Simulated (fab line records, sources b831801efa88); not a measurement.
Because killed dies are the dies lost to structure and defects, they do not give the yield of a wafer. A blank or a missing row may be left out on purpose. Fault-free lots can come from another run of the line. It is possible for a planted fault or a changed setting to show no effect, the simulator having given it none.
Matching of chambers | flow gf180mcu | cmp-02 running GF_STI_CMP_25: 4 sister chambers
The step polishes, stops on Si3N4, t overpolish 31.66 s, target thk 524.6 nm. 4 wafers are shown with their chamber, then 8 later ones without.

== WAFERS WITH THEIR CHAMBER ==
wafer  | chamber | motor current A (A)
L087.5 | 3       | 13.6
L089.2 | 1       | 13.4
L089.5 | 0       | 12.5
L095.1 | 2       | 13.4

== WAFERS WITHOUT THEIR CHAMBER ==
wafer  | motor current A (A)
L095.3 | 12.8
L095.5 | 11.9
L096.1 | 13.6
L096.3 | 12.9
L096.5 | 12.4
L097.1 | 12.5
L097.2 | 13.5
L097.4 | 12.4

== WHICH CHAMBER EACH ONE RAN IN ==
wafer  | from the rows above               | in truth
L095.3 | can't be placed: 0 or 1 or 2 or 3 | 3
L095.5 | 0                                 | 0
L096.1 | can't be placed: 3 or 1 or 2      | 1
L096.3 | can't be placed: 0 or 1 or 2 or 3 | 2
L096.5 | 0                                 | 0
L097.1 | 0                                 | 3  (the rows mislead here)
L097.2 | can't be placed: 1 or 2 or 3      | 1
L097.4 | 0                                 | 0
Placed correctly: 3 of 8. Not placeable from these rows: 4 (in 4, the candidates include the true chamber). Placed wrongly: 1.
How it was worked out, from the rows above alone: a wafer's distance from a chamber is the root of the sum, over the readings, of the square of ((its reading less the chamber's mean) divided by the reading's scatter). If the next closest chamber is less than 2 further off than the closest, the wafer can't be placed; otherwise it belongs to the closest. Each chamber's mean is taken over the wafers shown for it. The scatter (one wafer shown for each chamber): square how far every hidden wafer sits from the nearest shown wafer, average those squares and take the square root.
